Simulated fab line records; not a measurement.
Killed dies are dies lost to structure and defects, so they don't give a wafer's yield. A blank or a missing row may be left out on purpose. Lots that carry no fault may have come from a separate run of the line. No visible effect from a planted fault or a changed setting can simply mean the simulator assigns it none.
fab line records -- flow sky130
record lots=7, wafers=19, lastDay=49
route steps=708 shown FIELD_ISO@4 PAD_OPEN@708
lots that met no fault: from a run of the same line without faults
startH: start of the lot's first displayed wafer, in hours after the record's first day -- waitH: hours elapsed since this lot's preceding step -- " the same as in the row above -- L1.1+2: one row covering several wafers at once -- - no value present, or no start provided -- * or withheld: withheld -- < > ~ a bound
route shown NAME@n: a module of which the file shows steps, and the number in the route of the first -- usual: mean and standard deviation over wafers with no fault -- same: alike in all rows -- chamber/n: place in a boat -- sites: per-site readings -- _std_site: standard deviation of those values -- _edge_site: the outer-site mean with the inner-site mean subtracted -- radiusMm: how far each site lies from the wafer's centre -- mask NAME#n: copy n -- behind: the last tool/chamber to shape the wafer -- hold: why the lot was held/for how many hours/how that ended -- device: the n, p or np transistor that did not switch -- end of line: the route-end tests of the same wafers -- a step given without rows: its recipe and nothing more -- killed: not the wafer's yield, but the dies lost to structure and defects at the first sort -- map: shows each die of a wafer: x if killed, . if not, _ if none is there
set.NAME: the setting that was run; set.NAME@STEP: the one run at that earlier step -- model.NAME: the simulator's own value behind a step, which no gauge read
lots seen at some steps along the route; tables by step, rows by wafer
services: the hour from which a tool's chamber was out of use, counted from the record's first day as startH (under 0 if before that day), plus the number of hours and why
## steps
# step SKY_FIELD_ISO_CVD_03
# recipe material=Si3N4, precursor=DCS/NH3, targetThkNm=165, tempC=770, timeS=2830, pressureMtorr=250
# step SKY_FIELD_ISO_THK_MEAS_04
# recipe reads=Si3N4_of_FIELD_ISO_CVD_03
# usual FIELD_ISO_CVD_03_THK=165.4/1.4
lot.wafer,tool,chamber,startH,waitH,FIELD_ISO_CVD_03_THK[nm]
L317.2,filmMetro-02,-,17.28,0.0,165.9
L317.3,filmMetro-02,-,17.28,0.0,167.8
L317.4,filmMetro-02,-,17.28,0.0,165.8
L323.1,filmMetro-01,-,45.95,0.0,163.3
L323.5,filmMetro-01,-,45.95,0.0,165.5
L323.6,filmMetro-01,-,45.95,0.0,164.3
L325.2,filmMetro-03,-,53.86,0.0,163.5
L325.5,filmMetro-03,-,53.86,0.0,165.4
L327.1,filmMetro-02,-,63.48,0.0,168.2
L327.5,filmMetro-02,-,63.48,0.0,169.5
L327.6,filmMetro-02,-,63.48,0.0,168.1
L328.1,filmMetro-02,-,69.00,0.0,164.6
L328.5,filmMetro-02,-,69.00,0.0,164.6
L335.2,filmMetro-02,-,103.49,0.0,166.2
L335.5,filmMetro-02,-,103.49,0.0,165.5
L335.6,filmMetro-02,-,103.49,0.0,166.9
L336.1,filmMetro-03,-,108.64,0.0,164.3
L336.3,filmMetro-03,-,108.64,0.0,165.2
L336.4,filmMetro-03,-,108.64,0.0,163.3
# step SKY_FIELD_ISO_DEHYDRATE_05
# recipe tempC=200, timeS=60
# step SKY_FIELD_ISO_HMDS_06
# recipe primeTimeS=60, primeTempC=120
# step SKY_FIELD_ISO_COAT_07
# recipe resist=BARC, tempC=withheld, timeS=withheld, spinRpm=3000, resistThkNm=60
# step SKY_FIELD_ISO_COAT_08
# recipe resist=KrF-thick, spinRpm=3000, resistThkNm=450
# step SKY_FIELD_ISO_SOFTBAKE_09
# recipe tempC=100, timeS=90, resist=KrF-thick
# step SKY_FIELD_ISO_EXPOSE_10
# recipe maskId=FOM, na=0.68, sourceShape=annular, sigmaInner=0.4, sigmaOuter=0.8, targetCdNm=150, doseMj=28
# step SKY_FIELD_ISO_PEB_11
# recipe pebTempC=withheld, pebTimeS=withheld, resist=KrF-thick
# step SKY_FIELD_ISO_DEVELOP_12
# recipe developTimeS=60, resist=KrF-thick, devTempC=21
# step SKY_FIELD_ISO_CD_MEAS_13
# recipe targetCdNm=150
# usual cdNm=150.0/1.4
lot.wafer,tool,chamber,startH,waitH,cdNm
L317.2,cdSem-02,-,31.68,-,150.3
L317.3,cdSem-02,-,31.68,-,150.2
L317.4,cdSem-02,-,31.68,-,150.8
L323.1,cdSem-02,-,61.09,-,152.2
L323.5,cdSem-02,-,61.09,-,152.5
L323.6,cdSem-02,-,61.09,-,151.4
L325.2,cdSem-02,-,70.23,-,151.0
L325.5,cdSem-02,-,70.23,-,151.1
L327.1,cdSem-01,-,79.40,-,149.3
L327.5,cdSem-01,-,79.40,-,150.2
L327.6,cdSem-01,-,79.40,-,149.1
L328.1,cdSem-01,-,85.79,-,149.7
L328.5,cdSem-01,-,85.79,-,147.8
L335.2,cdSem-02,-,121.62,-,150.2
L335.5,cdSem-02,-,121.62,-,148.8
L335.6,cdSem-02,-,121.62,-,151.3
L336.1,cdSem-01,-,126.61,-,150.0
L336.3,cdSem-01,-,126.61,-,150.6
L336.4,cdSem-01,-,126.61,-,151.4
# step SKY_FIELD_ISO_ETCH_14
# recipe chemistry=N2/H2, target=BARC, ionEnergyEv=200, sourceW=500, biasW=100, pressureMtorr=30, n2FlowSccm=100, h2FlowSccm=200, stopOn=SiO2, timeS=45.9, targetDepthA=600
# usual drypumpMotorCurrentA=5.6/0.33, h2FlowSccm=200.1/0.62, oesProductAu=0.855/0.0047, throttleValvePct=13.225/0.0096
lot.wafer,tool,chamber,startH,waitH,drypumpMotorCurrentA,h2FlowSccm,oesProductAu,rfHoursCounterH,throttleValvePct
L317.2,rieDiel-01,3,31.78,0.1,6.0,199.0,0.860,98,13.228
L317.3,rieDiel-01,1,31.78,0.1,6.4,200.2,0.862,159,13.223
L317.4,rieDiel-01,2,31.78,0.1,5.8,199.5,0.858,47,13.228
L323.1,rieDiel-03,0,61.21,0.1,5.9,199.8,0.855,92,13.223
L323.5,rieDiel-03,3,61.21,0.1,5.4,200.6,0.853,-,13.234
L323.6,rieDiel-03,1,61.21,0.1,5.5,200.9,0.857,-,13.228
L325.2,rieDiel-03,1,70.33,0.1,5.5,199.8,0.859,2,13.230
L325.5,rieDiel-03,3,70.33,0.1,5.4,200.7,0.858,-,13.222
L327.1,rieDiel-03,1,79.52,0.1,5.5,200.2,0.852,2,13.233
L327.5,rieDiel-03,1,79.52,0.1,5.5,200.6,0.855,-,13.233
L327.6,rieDiel-03,3,79.52,0.1,5.4,199.6,0.864,-,13.238
L328.1,rieDiel-03,0,85.91,0.1,5.9,200.0,0.847,92,13.227
L328.5,rieDiel-03,1,85.91,0.1,5.5,200.1,0.851,-,13.228
L335.2,rieDiel-04,1,121.72,0.1,5.2,199.9,0.851,11,13.222
L335.5,rieDiel-04,1,121.72,0.1,5.2,199.5,0.862,-,13.224
L335.6,rieDiel-04,0,121.72,0.1,5.4,200.0,0.856,-,13.237
L336.1,rieDiel-01,3,126.73,0.1,6.0,200.2,0.855,100,13.228
L336.3,rieDiel-01,0,126.73,0.1,5.3,200.0,0.851,103,13.232
L336.4,rieDiel-01,2,126.73,0.1,5.8,200.5,0.855,-,13.223
# step SKY_FIELD_ISO_ETCH_15
# recipe chemistry=CHF3/O2, targetDepthNm=180, stopOn=Si, sourceW=600, biasW=200, pressureMtorr=40, chf3FlowSccm=50, O2_flow_sccm=5, timeS=72
# usual drypumpMotorCurrentA=5.6/0.33, oesProductAu=0.947/0.0066, throttleValvePct=8.845/0.009
lot.wafer,tool,chamber,startH,waitH,drypumpMotorCurrentA,oesProductAu,rfHoursCounterH,throttleValvePct,model.KrF-thick_of_FIELD_ISO_COAT_08.thkNm,model.etch.depthNm
L317.2,rieDiel-01,3,31.82,0.0,6.0,0.955,98,8.848,236.7,165.8
L317.3,rieDiel-01,1,31.82,0.0,6.4,0.962,159,8.843,238.9,167.8
L317.4,rieDiel-01,2,31.82,0.0,5.8,0.947,47,8.848,233,165.8
L323.1,rieDiel-03,0,61.25,0.0,5.9,0.936,92,8.834,237.5,163.3
L323.5,rieDiel-03,3,61.25,0.0,5.4,0.947,-,8.846,236.7,165.4
L323.6,rieDiel-03,1,61.25,0.0,5.4,0.936,-,8.854,234.7,164.3
L325.2,rieDiel-03,1,70.37,0.0,5.5,0.941,2,8.846,237.7,163.5
L325.5,rieDiel-03,3,70.37,0.0,5.4,0.739,-,8.770,300.8,106.2
L327.1,rieDiel-03,1,79.56,0.0,5.5,0.959,2,8.850,231.7,168.2
L327.5,rieDiel-03,1,79.56,0.0,5.5,0.747,-,8.778,295.6,109
L327.6,rieDiel-03,3,79.56,0.0,5.4,0.960,-,8.860,236.3,168.2
L328.1,rieDiel-03,0,85.95,0.0,5.9,0.941,92,8.835,239.4,164.4
L328.5,rieDiel-03,1,85.95,0.0,5.5,0.755,-,8.799,298.5,108.7
L335.2,rieDiel-04,1,121.78,0.0,5.2,0.949,11,8.841,233.7,166.1
L335.5,rieDiel-04,1,121.78,0.0,5.2,0.946,-,8.851,234,165.5
L335.6,rieDiel-04,0,121.78,0.0,5.4,0.952,-,8.853,239.4,166.9
L336.1,rieDiel-01,3,126.77,0.0,6.0,0.939,100,8.835,233.5,164.2
L336.3,rieDiel-01,0,126.77,0.0,5.3,0.953,103,8.846,233.6,165.2
L336.4,rieDiel-01,2,126.77,0.0,5.8,0.943,-,8.842,230.3,163.2
# step SKY_FIELD_ISO_STRIP_16
# recipe chemistry=O2/N2, powerW=1400, pressureMtorr=1500, platenTempC=withheld, o2FlowSccm=3000, n2FlowSccm=300, overashFraction=0.5
# usual drypumpMotorCurrentA=5.6/0.46, oesProductAu=0.378/0.0049, stripTimeToEndpointS=3.54/0.043
lot.wafer,tool,chamber,startH,waitH,drypumpMotorCurrentA,oesProductAu,rfHoursCounterH,stripTimeToEndpointS
L317.2,plasmaAsher-01,0,31.88,0.0,5.3,0.374,34,3.56
L317.3,plasmaAsher-01,0,31.88,0.0,5.3,0.379,-,3.56
L317.4,plasmaAsher-01,1,31.88,0.0,5.6,0.380,-,3.51
L323.1,plasmaAsher-04,1,61.31,0.0,6.5,0.381,37,3.57
L323.5,plasmaAsher-04,0,61.31,0.0,5.3,0.379,-,3.53
L323.6,plasmaAsher-04,1,61.31,0.0,6.5,0.379,-,3.51
L325.2,plasmaAsher-01,1,70.43,0.0,5.6,0.378,38,3.57
L325.5,plasmaAsher-01,1,70.43,0.0,5.6,0.402,-,4.22
L327.1,plasmaAsher-01,0,79.62,0.0,5.3,0.379,39,3.49
L327.5,plasmaAsher-01,0,79.62,0.0,5.3,0.405,-,4.16
L327.6,plasmaAsher-01,1,79.62,0.0,5.6,0.373,-,3.54
L328.1,plasmaAsher-01,0,86.01,0.0,5.3,0.376,40,3.58
L328.5,plasmaAsher-01,0,86.01,0.0,5.3,0.411,-,4.22
L335.2,plasmaAsher-03,1,121.87,0.1,4.9,0.378,44,3.51
L335.5,plasmaAsher-03,1,121.87,0.1,4.9,0.382,-,3.50
L335.6,plasmaAsher-03,0,121.87,0.1,5.8,0.376,-,3.58
L336.1,plasmaAsher-01,0,126.83,0.0,5.3,0.380,1,3.53
L336.3,plasmaAsher-01,0,126.83,0.0,5.3,0.377,-,3.51
L336.4,plasmaAsher-01,1,126.83,0.0,5.7,0.365,-,3.46
# step SKY_FIELD_ISO_ETCH_17
# recipe targetDepthA=3420, maskMaterial=Si3N4, chemistry=HBr/Cl2/O2, target=Si, taperDeg=5, icpW=600, biasW=150, pressureMtorr=15, HBr_flow_sccm=150, Cl2_flow_sccm=40, O2_flow_sccm=6, timeS=97.7
# usual drypumpMotorCurrentA=5.9/0.49, oesProductAu=0.999/0.014, throttleValvePct=25.659/0.013
lot.wafer,tool,chamber,startH,waitH,drypumpMotorCurrentA,oesProductAu,rfHoursCounterH,throttleValvePct
L317.2,rieSi-02,2,31.98,0.1,6.2,0.984,103,25.653
L317.3,rieSi-02,1,31.98,0.1,5.8,1.004,66,25.666
L317.4,rieSi-02,0,31.98,0.1,5.9,0.965,0,25.665
L323.1,rieSi-01,0,61.41,0.1,5.6,0.998,2,25.656
L323.5,rieSi-01,0,61.41,0.1,5.6,0.992,-,25.655
L323.6,rieSi-01,3,61.41,0.1,6.1,1.023,-,25.645
L325.2,rieSi-01,2,70.53,0.1,6.7,0.971,48,25.669
L325.5,rieSi-01,1,70.53,0.1,5.7,0.994,-,25.651
L327.1,rieSi-02,3,79.72,0.1,4.9,1.015,138,25.650
L327.5,rieSi-02,1,79.72,0.1,5.8,1.018,-,25.659
L327.6,rieSi-02,0,79.72,0.1,5.8,0.985,-,25.682
L328.1,rieSi-01,0,86.11,0.1,5.6,0.993,2,25.666
L328.5,rieSi-01,3,86.11,0.1,6.2,1.012,-,25.648
L335.2,rieSi-02,2,121.97,0.1,6.2,1.005,104,25.650
L335.5,rieSi-02,1,121.97,0.1,5.8,1.005,-,25.657
L335.6,rieSi-02,0,121.97,0.1,5.8,0.977,-,25.651
L336.1,rieSi-02,3,126.93,0.1,4.9,1.001,138,25.652
L336.3,rieSi-02,0,126.93,0.1,5.8,0.996,1,25.663
L336.4,rieSi-02,2,126.93,0.1,6.2,0.994,104,25.649
# step SKY_PAD_OPEN_PROBE_99
# usual killed_at_M0_to_M3=42/7.3, killed_at_M4_up=3.4/2, killedAtContacts=24/5.8, killedAtFrontEnd=15/4.6, killedAtOther=0.3/0.62, killedDies=84/9.8, killedOpen=47/6.9, killedShort=38/6.3
# same grossDies=492, killedAtBackSide=0
lot.wafer,tool,chamber,startH,waitH,killed_at_M0_to_M3,killed_at_M4_up,killedAtContacts,killedAtFrontEnd,killedAtOther,killedDies,killedOpen,killedShort
L335.2,prober-01,-,1177.12,0.1,36,4,21,20,0,81,47,34
L335.5,prober-01,-,1177.27,0.2,40,5,19,16,0,80,46,34
L335.6,prober-01,-,1177.32,0.2,41,2,27,21,0,91,50,41
# killed by level:class
L335.2 VIA1:geometricParticle:open=10 CONTACT:geometricParticle:open=8 FIELD_ISO:geometricParticle:open=4 FIELD_ISO:geometricParticle:short=4 LI_CONTACT:geometricParticle:open=4 VIA2:geometricParticle:open=4 VIA1:geometricParticle:short=4 METAL2:geometricParticle:short=4
L335.5 CONTACT:geometricParticle:open=11 VIA1:geometricParticle:open=11 FIELD_ISO:geometricParticle:short=5 METAL1:geometricParticle:short=5 VIA2:geometricParticle:open=5 CONTACT:geometricParticle:short=4 METAL4:geometricParticle:short=4 POLY_GATE:geometricParticle:open=3
L335.6 VIA1:geometricParticle:open=13 CONTACT:geometricParticle:open=8 CONTACT:geometricParticle:short=7 FIELD_ISO:geometricParticle:short=6 METAL3:geometricParticle:short=6 LOCAL_INTERCONNECT:geometricParticle:short=5 VIA3:geometricParticle:open=5 VIA1:geometricParticle:short=5
## services
tool,chamber,startH,hours,kind
rieDiel-04,2,7.84,10.5,repair
rieDiel-04,1,12.04,1.7,repair
plasmaAsher-04,-,13.76,14.6,pm
rieSi-02,0,14.30,-,clean
rieSi-02,0,14.30,10.9,scheduledDown
rieDiel-04,3,32.21,2.7,repair
rieSi-01,0,36.25,8.0,repair
rieDiel-01,3,41.61,5.6,repair
rieDiel-03,-,42.57,0.6,repair
rieDiel-03,2,52.02,20.9,repair
plasmaAsher-03,-,59.54,0.9,repair
rieDiel-04,0,59.95,3.7,repair
rieDiel-04,-,75.48,2.8,pm
rieDiel-03,2,76.31,3.8,repair
rieDiel-01,3,101.72,7.7,repair
rieDiel-04,2,106.59,15.9,repair
plasmaAsher-01,-,108.75,9.0,pm
plasmaAsher-01,0,108.75,9.0,ventCycle
plasmaAsher-01,1,108.75,9.0,ventCycle
rieSi-02,0,116.54,0.9,repair
plasmaAsher-01,0,117.75,-,clean
plasmaAsher-01,1,117.75,-,clean
rieDiel-04,3,119.88,3.3,repair
plasmaAsher-03,-,125.48,9.8,pm
## key
firstSign step=SKY_FIELD_ISO_ETCH_15, reading=oesProductAu, direction=down, sigmas=30, usual=0.947, struck=0.747
effect step=SKY_FIELD_ISO_ETCH_15, reading=throttleValvePct, direction=down, sigmas=7, usual=8.845, struck=8.782
effect step=SKY_FIELD_ISO_STRIP_16, reading=stripTimeToEndpointS, direction=up, sigmas=15, usual=*, struck=*
modelEffect step=SKY_FIELD_ISO_ETCH_15, value=KrF-thick_of_FIELD_ISO_COAT_08.thkNm, without=235.9, struck=298.3
metAt SKY_FIELD_ISO_ETCH_15
struckWafers L325.5,L327.5,L328.5
testerLeftOut L325,L327,L328
onsetBetween 61.25 70.37
fault kind=processParameterDrift, tool=rieDiel-03, chamber=-, onsetH=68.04, steps=SKY_FIELD_ISO_ETCH_15, channel=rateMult, offset=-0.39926, shape=step, endH=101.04, scope=struckWafersOnly
# testerLeftOut: of these lots the tester's yield and bins aren't shown, on N5 and GAA mostly nor the transistor test; their killed dies are dies lost to structure and defects alone, not to doping, threshold or leakage, so they don't give the yield
